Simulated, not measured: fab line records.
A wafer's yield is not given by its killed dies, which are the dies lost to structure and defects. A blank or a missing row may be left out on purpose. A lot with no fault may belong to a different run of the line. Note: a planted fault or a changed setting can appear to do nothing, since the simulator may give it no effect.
The tool behind it: which one? | flow sky130 | 13 lots, 39 wafers sampled, at 4 steps of a route of 708

== WHAT THE GAUGES SHOWED, per wafer ==
SKY_VT_ADJUST_HVTR_OVL_MEAS_08.
lot  | measured     | on         | VT_ADJUST_HVTR_OVL (nm)
L831 | day 9 12:40  | overlay-01 | -3.2 -3.2 -2.4
L832 | day 9 19:25  | overlay-02 | -0.5 -0.6 -0.9
L833 | day 10 10:01 | overlay-02 | -0.2 0.6 0.3
L834 | day 10 10:12 | overlay-02 | -0.1 -0.9 -0.1
L837 | day 11 09:55 | overlay-01 | 0.4 -0.8 -0.7
L843 | day 13 11:49 | overlay-01 | 1.7 2.3 1.2
L845 | day 13 19:39 | overlay-01 | -0.2 0.2 0.3
L846 | day 14 04:16 | overlay-02 | 1.3 0.8 0.9
L847 | day 14 14:55 | overlay-02 | 2.2 2.1 1.2
L848 | day 14 21:31 | overlay-02 | 0.6 -1.0 1.2
L849 | day 15 04:00 | overlay-01 | 2.4 2.4 2.2
L850 | day 15 08:59 | overlay-01 | 0.8 1.3 1.0
L852 | day 15 22:49 | overlay-01 | -1.1 -0.7 -1.6

SKY_POLY_GATE_THK_MEAS_04.
lot  | measured     | on            | POLY_GATE_CVD_03_THK (nm)
L831 | day 15 06:37 | film metro-02 | 75.3 74.4 75.3
L832 | day 15 13:53 | film metro-01 | 74.2 74.9 74.4
L833 | day 16 03:29 | film metro-02 | 75.5 74.9 75.3
L834 | day 16 04:50 | film metro-02 | 73.8 74.7 74.4
L837 | day 17 13:22 | film metro-02 | 75.7 76.6 75.7
L843 | day 20 00:27 | film metro-01 | 73.7 73.6 72.8
L845 | day 20 11:25 | film metro-03 | 73.6 73.6 74.0
L846 | day 20 20:23 | film metro-01 | 74.3 74.3 73.9
L847 | day 21 08:34 | film metro-02 | 74.2 74.2 74.1
L848 | day 21 20:31 | film metro-03 | 74.0 73.9 74.2
L849 | day 22 01:57 | film metro-01 | 74.3 73.1 73.2
L850 | day 22 08:44 | film metro-01 | 74.0 74.3 75.3
L852 | day 22 23:22 | film metro-03 | 74.9 74.5 74.2

SKY_SD_P_CD_MEAS_07: the cd target is 380 nm.
lot  | measured     | on        | cd nm (nm)
L831 | day 25 10:33 | cd sem-02 | 375.0 372.4 372.5
L832 | day 25 18:14 | cd sem-01 | 379.9 378.6 380.1
L833 | day 26 10:17 | cd sem-02 | 360.2 360.7 361.7
L834 | day 26 10:35 | cd sem-02 | 362.7 363.3 363.7
L837 | day 27 19:23 | cd sem-01 | 379.9 380.2 381.9
L843 | day 30 05:11 | cd sem-02 | 382.9 381.7 381.3
L845 | day 30 13:32 | cd sem-02 | 378.7 376.0 377.2
L846 | day 30 22:05 | cd sem-01 | 381.0 380.5 380.1
L847 | day 31 07:34 | cd sem-01 | 377.3 377.2 375.7
L848 | day 31 19:30 | cd sem-01 | 382.5 384.8 383.0
L849 | day 31 22:08 | cd sem-02 | 381.7 380.4 381.9
L850 | day 32 04:52 | cd sem-01 | 381.2 381.8 379.6
L852 | day 32 16:45 | cd sem-01 | 380.9 380.5 380.4

== WHAT TOOL EACH LOT RAN ON (gives the tool, then ch and the chambers of the sampled wafers, and finally the start) ==
lot  | SKY_SD_P_DEVELOP_06
L831 | litho track-02 ch 0, day 25 10:25
L832 | litho track-04 ch 0, day 25 18:05
L833 | litho track-04 ch 0, day 26 10:08
L834 | litho track-04 ch 0, day 26 10:26
L837 | litho track-01 ch 0, day 27 19:14
L843 | litho track-02 ch 0, day 30 05:02
L845 | litho track-02 ch 0, day 30 13:23
L846 | litho track-01 ch 0, day 30 21:56
L847 | litho track-01 ch 0, day 31 07:25
L848 | litho track-02 ch 0, day 31 19:22
L849 | litho track-04 ch 0, day 31 21:59
L850 | litho track-02 ch 0, day 32 04:44
L852 | litho track-02 ch 0, day 32 16:37
- SKY_SD_P_DEVELOP_06: develop time 60 s.

== AS READ BY THE TOOLS THEMSELVES (means over the sampled wafers that have a number; for cases with no such wafer, the mark the record gives instead) ==
The record holds no such reading with a usual standard deviation.

== THE ANSWER, worked out from the rows above alone ==
Rule: the usual values come from the lots themselves. Put in order of their means at a reading, lots are off if they are a third of the lots or fewer, leave a main group of 4 or more, and stand apart from it by a gap of 3 or more times the standard deviation of the main group's means; of several such gaps the widest counts. If all means in a main group match to the digits the tables above print for the reading, that group is not used. A lot without any number at a reading at which 4 lots or more have one is off too. Where the step has rows for the other lots, those lots are counted as sound. Order of review: gauges by route order, followed by the tools' own readings, for which a lot's mean as printed above is used. The first step at which some lot is off is used, and at that step the reading that is off furthest; a lot without a number counts as furthest.
Off: L833, L834 (SKY_SD_P_CD_MEAS_07, cd nm). The main group has a mean of 379.7 nm with a standard deviation of 2.7.
If a tool, at a process step before that reading, ran all the lots that are off and no sound lot after the first of them, it fits. Those tools and the gauges at SKY_SD_P_CD_MEAS_07 are tried in the same way. Not one of the candidates tried fits.

== WHAT THE SIMULATOR HAD PUT IN ==
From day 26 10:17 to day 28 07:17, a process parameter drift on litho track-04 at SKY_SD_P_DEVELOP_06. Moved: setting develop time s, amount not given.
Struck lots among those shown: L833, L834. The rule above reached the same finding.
